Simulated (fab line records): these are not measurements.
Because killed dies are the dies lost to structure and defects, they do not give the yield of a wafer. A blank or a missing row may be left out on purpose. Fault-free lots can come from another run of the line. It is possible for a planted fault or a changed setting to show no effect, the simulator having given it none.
The tool behind it: which one?	flow sky130	13 lots, 39 wafers sampled, at 4 steps of a route of 708

## WHAT THE GAUGES READ, wafer by wafer
SKY_VIA3_OVL_MEAS_13.
lot	measured	on	VIA3_OVL (nm)
L131	day 40 02:48	overlay-01	5 6 5
L132	day 40 14:47	overlay-01	0 3 -1
L135	day 41 02:14	overlay-02	7 1 7
L136	day 41 14:39	overlay-02	-5 0 -3
L138	day 41 21:20	overlay-02	1 5 5
L139	day 42 04:46	overlay-01	6 5 7
L141	day 42 16:42	overlay-01	7 8 8
L142	day 43 04:27	overlay-01	-6 -1 -5
L143	day 43 11:42	overlay-02	5 1 5
L144	day 43 14:51	overlay-02	7 13 2
L145	day 43 18:48	overlay-02	3 7 2
L146	day 44 04:47	overlay-01	-3 2 -1
L147	day 44 09:09	overlay-01	7 11 7

SKY_CAP2M_THK_MEAS_01.
lot	measured	on	CAP2M_CVD_00_THK (nm)
L131	day 40 04:23	film_metro-02	15.35 15.55 15.72
L132	day 40 16:23	film_metro-02	15.87 15.85 16.03
L135	day 41 03:49	film_metro-04	15.53 15.83 16.12
L136	day 41 16:16	film_metro-04	15.42 15.53 15.55
L138	day 41 22:58	film_metro-02	15.69 15.41 15.68
L139	day 42 06:21	film_metro-01	15.47 15.92 15.65
L141	day 42 18:23	film_metro-01	15.43 15.59 15.75
L142	day 43 06:02	film_metro-01	15.34 15.67 15.36
L143	day 43 13:19	film_metro-04	15.31 15.48 15.62
L144	day 43 16:26	film_metro-01	15.48 15.48 15.82
L145	day 43 20:24	film_metro-01	15.16 15.60 15.61
L146	day 44 06:21	film_metro-04	15.42 15.73 15.72
L147	day 44 10:46	film_metro-01	15.39 15.39 15.84

## EACH LOT AND THE TOOL THAT RAN IT (in order: tool; ch and the chambers of the sampled wafers; start)
lot	SKY_VIA3_DEVELOP_11	SKY_METAL4_SPUTTER_03
L131	litho_track-03 ch 0, day 40 02:00	pvd_sputter-01, day 40 04:17
L132	litho_track-02 ch 0, day 40 14:00	pvd_sputter-02, day 40 16:16
L135	litho_track-02 ch 0, day 41 01:00	pvd_sputter-01, day 41 03:43
L136	litho_track-03 ch 0, day 41 14:00	pvd_sputter-01, day 41 16:10
L138	litho_track-02 ch 0, day 41 21:00	pvd_sputter-01, day 41 22:52
L139	litho_track-01 ch 0, day 42 04:00	pvd_sputter-02, day 42 06:16
L141	litho_track-03 ch 0, day 42 16:00	pvd_sputter-01, day 42 18:18
L142	litho_track-03 ch 0, day 43 04:00	pvd_sputter-02, day 43 05:56
L143	litho_track-02 ch 0, day 43 11:00	pvd_sputter-01, day 43 13:13
L144	litho_track-03 ch 0, day 43 14:00	pvd_sputter-02, day 43 16:21
L145	litho_track-03 ch 0, day 43 18:00	pvd_sputter-02, day 43 20:18
L146	litho_track-02 ch 0, day 44 04:00	pvd_sputter-01, day 44 06:16
L147	litho_track-03 ch 0, day 44 08:00	pvd_sputter-02, day 44 10:41
- SKY_VIA3_DEVELOP_11: develop time 60 s.
- SKY_METAL4_SPUTTER_03: material Ti, target thk 5 nm, time 3.3 s.

## WHAT THE TOOLS THEMSELVES READ (means of the sampled wafers that have a number; where no wafer has one, the mark that the record gives instead)
SKY_VIA3_DEVELOP_11.
lot	tool	developer_temp_C (C)	resist_line_temp_C (C)
L131	litho_track-03	21.10	23.05
L132	litho_track-02	21.15	22.89
L135	litho_track-02	20.96	22.98
L136	litho_track-03	20.99	23.06
L138	litho_track-02	20.88	22.94
L139	litho_track-01	21.00	22.97
L141	litho_track-03	21.06	23.20
L142	litho_track-03	21.09	23.01
L143	litho_track-02	21.06	22.99
L144	litho_track-03	20.93	23.09
L145	litho_track-03	20.19	23.01
L146	litho_track-02	21.12	22.90
L147	litho_track-03	20.23	22.98

SKY_METAL4_SPUTTER_03.
lot	tool	throttle_valve_pct (%)
L131	pvd_sputter-01	31.3
L132	pvd_sputter-02	29.2
L135	pvd_sputter-01	30.6
L136	pvd_sputter-01	31.0
L138	pvd_sputter-01	30.5
L139	pvd_sputter-02	29.6
L141	pvd_sputter-01	30.6
L142	pvd_sputter-02	29.4
L143	pvd_sputter-01	31.3
L144	pvd_sputter-02	29.5
L145	pvd_sputter-02	29.3
L146	pvd_sputter-01	31.1
L147	pvd_sputter-02	29.5

## THE ANSWER, worked out from the rows above alone
Rule: usual is defined by the lots themselves. Put in order of their means at a reading, lots are off if they are a third of the lots or fewer, leave a main group of 4 or more, and stand apart from it by a gap of 3 or more times the standard deviation of the main group's means; of several such gaps the widest counts. A main group whose means are all the same, to the digits that the tables above print for the reading, isn't used. A lot without any number at a reading at which 4 lots or more have one is off too. All remaining lots with rows at the step are treated as sound. After the gauges, taken in route order, come the tools' own readings; for these a lot's mean is taken, as printed above. The first step at which some lot is off is used, and at that step the reading that is off furthest; a lot without a number counts as furthest.
Off, at SKY_VIA3_DEVELOP_11 on developer_temp_C: L145, L147. Mean 21.03 C and standard deviation 0.081 in the main group.
A tool fits if, at that step or a process step before it, it ran every lot that is off, and no sound lot after the first of them. One fits: litho_track-03 at SKY_VIA3_DEVELOP_11. Its last sound lot is L144 (day 43 14:00), its first lot that is off L145 (day 43 18:00): a fault that began between those two fits.
On the lots that are off, the tool's own readings at SKY_VIA3_DEVELOP_11 differ by more than 5 times the standard deviation of the sound lots' means, which bears it out; developer_temp_C reads 20.21 C there versus 21.03 C on the sound lots.

## WHAT THE SIMULATOR HAD INSERTED
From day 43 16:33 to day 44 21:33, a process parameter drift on litho_track-03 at SKY_VIA3_DEVELOP_11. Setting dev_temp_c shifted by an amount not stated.
Struck lots among those shown: L145, L147. Same finding as the rule above.
